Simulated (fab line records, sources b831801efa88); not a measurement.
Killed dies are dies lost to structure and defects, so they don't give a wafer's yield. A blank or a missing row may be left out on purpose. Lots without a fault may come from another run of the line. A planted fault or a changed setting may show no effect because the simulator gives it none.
Which tool did it? | flow gf180mcu | 7 lots, 21 wafers sampled, at 2 steps of a route of 602

WHAT THE GAUGES READ, wafer by wafer
GF_CONTACT_THK_MEAS_26: measures by xrf.
lot  | measured     | on            | CONTACT_W_THK (nm)
L337 | day 16 10:17 | film_metro-02 | 293 295 289
L339 | day 17 07:31 | film_metro-02 | 291 287 285
L341 | day 18 04:31 | film_metro-03 | 299 293 297
L347 | day 20 11:39 | film_metro-02 | 294 295 295
L350 | day 21 11:38 | film_metro-03 | 292 289 287
L356 | day 23 10:49 | film_metro-02 | 291 284 288
L359 | day 24 07:15 | film_metro-02 | 297 294 297

WHICH TOOL RAN EACH LOT (tool, then ch and the chambers of the sampled wafers, then the start)
lot  | GF_HV_LDD_DEVELOP_18
L337 | litho_track-01 ch 0, day 11 01:16
L339 | litho_track-02 ch 0, day 11 16:04
L341 | litho_track-01 ch 0, day 12 11:44
L347 | litho_track-02 ch 0, day 14 07:50
L350 | litho_track-01 ch 0, day 15 06:39
L356 | litho_track-01 ch 0, day 17 04:38
L359 | litho_track-03 ch 0, day 18 00:49
- GF_HV_LDD_DEVELOP_18: develop time 60 s.

THE ANSWER, worked out from the rows above alone
Rule: what is usual is taken from the lots themselves. Put in order of their means at a reading, lots are off if they are a third of the lots or fewer, leave a main group of 4 or more, and stand apart from it by a gap of 3 or more times the standard deviation of the main group's means; of several such gaps the widest counts. A main group whose means are all the same, to the digits that the tables above print for the reading, isn't used. A lot without any number at a reading at which 4 lots or more have one is off too. The other lots that the step has rows for count as sound.
No lot is off at any reading shown: from this, nothing can be told.

WHAT THE SIMULATOR HAD PUT IN
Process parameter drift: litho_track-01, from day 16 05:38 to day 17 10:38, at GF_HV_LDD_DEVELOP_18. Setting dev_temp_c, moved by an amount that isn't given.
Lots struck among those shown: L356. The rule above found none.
